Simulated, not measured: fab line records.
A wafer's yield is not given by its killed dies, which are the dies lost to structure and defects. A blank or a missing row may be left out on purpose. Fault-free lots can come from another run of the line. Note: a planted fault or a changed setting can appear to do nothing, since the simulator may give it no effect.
A struck lot beside a sound one -- flow gf180mcu -- 17 out of 602 route steps
Sound: the wafers L169.1, L169.3, L169.4. Wafers struck: L184.1, L184.3, L184.4. The cause is given at the end.
Order at every step that has rows: each side's tool, ch and its chambers, its first start. Under that, the readings that differ: sound wafers -- struck wafers -- difference of the means -- sigmas: that difference in standard deviations of wafers without a fault.
alike: words and numbers the same on both sides, and readings whose means are apart by under 2 such deviations; not compared: readings that were withheld, readings missing a value for some wafer, numbers with overlapping values and no deviation given by the record, and bounds like >300 which may hide the same value.
The two part at a step that has a row with sigmas, a row that says differs or no value, or rows on one side only. Non-overlapping numbers with no deviation appear without sigmas and do not part them. Lack of a reading on every wafer of one side parts them only where that side has two or more wafers.

first, 4 steps without rows for these wafers: GF_M2_SOFTBAKE_10 (time 60 s); GF_M2_EXPOSE_11 (exposes mask Metal2, target cd 280 nm); GF_M2_PEB_12 (peb time 90 s); GF_M2_DEVELOP_13 (develop time 60 s).
GF_M2_CD_MEAS_14 targets a cd of 280 nm.
  sound on cd-sem-01 at day 20 05:43; struck on cd-sem-02 at day 25 09:43
  alike: cd-nm
GF_M2_OVL_MEAS_15:
  sound on overlay-01 at day 20 05:50; struck on overlay-02 at day 25 09:50
  alike: M2_OVL
GF_M2_METAL_ETCH_16: etches the open film in Cl2/BCl3, stops on SiO2, target depth 750.8 nm, time 125.1 s.
  sound on rie-metal-03 ch 0,1, day 20 05:52; struck on rie-metal-03 ch 0,1, day 25 09:52
  alike: drypump-motor-current-A, mfc-cl2-sccm, oes-product-au, throttle-valve-pct
  not compared: rf-hours-counter-h
GF_M2_STRIP_17: strips in O2/N2.
  sound on plasma-asher-03 ch 0,1, day 20 06:00; struck on plasma-asher-02 ch 0,1, day 25 09:59
reading,sound,struck,difference,sigmas
heater-power-w (W),326 315 324,393 392 392,+71,+2
  alike: drypump-motor-current-A, n2-flow-sccm, oes-product-au, platen-temp-c, strip-time-to-endpoint-s
  not compared: rf-hours-counter-h
then, 3 steps without rows for these wafers: GF_M2_STRIP_18 (strips in post etch residue remover, time 1200 s); GF_M2_CLEAN_19 (cleans in DIW); GF_V2_CVD_00 (deposits SiO2, target thk 600 nm, time 100 s).
GF_V2_THK_MEAS_01:
  sound on film-metro-03 at day 20 06:37; struck on film-metro-01 at day 25 10:41
  alike: V2_CVD_00_THK
GF_V2_CVD_02: deposits SiO2 from TEOS, target thk 850 nm, time 94.851 s.
  sound on pecvd-01 ch 0,2, day 20 06:40; struck on pecvd-04 ch 0,1,2, day 25 10:45
reading,sound,struck,difference,sigmas
model.SiO2_of_V2_CVD_02.thk-nm (nm),828.5 843.9 856.7,1377 1379 1381,+536,
  alike: heater-power-w
GF_V2_THK_MEAS_03:
  sound on film-metro-01 at day 20 06:44; struck on film-metro-04 at day 25 10:49
reading,sound,struck,difference,sigmas
V2_CVD_02_THK (nm),828 843 857,1377 1380 1382,+537,+49
GF_V2_CMP_04: polishes SiO2.
  sound on cmp-02 ch 0,1,2, day 20 06:48; struck on cmp-02 ch 1,2,3, day 25 10:53
reading,sound,struck,difference,sigmas
time-to-endpoint-s (s),68 80 85,263 260 277,+189,+38
  alike: motor-current-A, retaining-ring-pressure-frac, slurry-flow-ml-min
GF_V2_BOW_MEAS_05:
  sound on film-metro-01 at day 20 07:06; struck on film-metro-04 at day 25 11:11
  alike: V2_BOW
GF_PASSIVATION_PROBE_99:
  sound wafers here have rows in the record (prober-02, day 29 20:06); struck ones have none

== WHERE THEY PART ==
First at GF_M2_STRIP_17; last, within this record, at GF_PASSIVATION_PROBE_99.

WHY: the cause the simulator had injected
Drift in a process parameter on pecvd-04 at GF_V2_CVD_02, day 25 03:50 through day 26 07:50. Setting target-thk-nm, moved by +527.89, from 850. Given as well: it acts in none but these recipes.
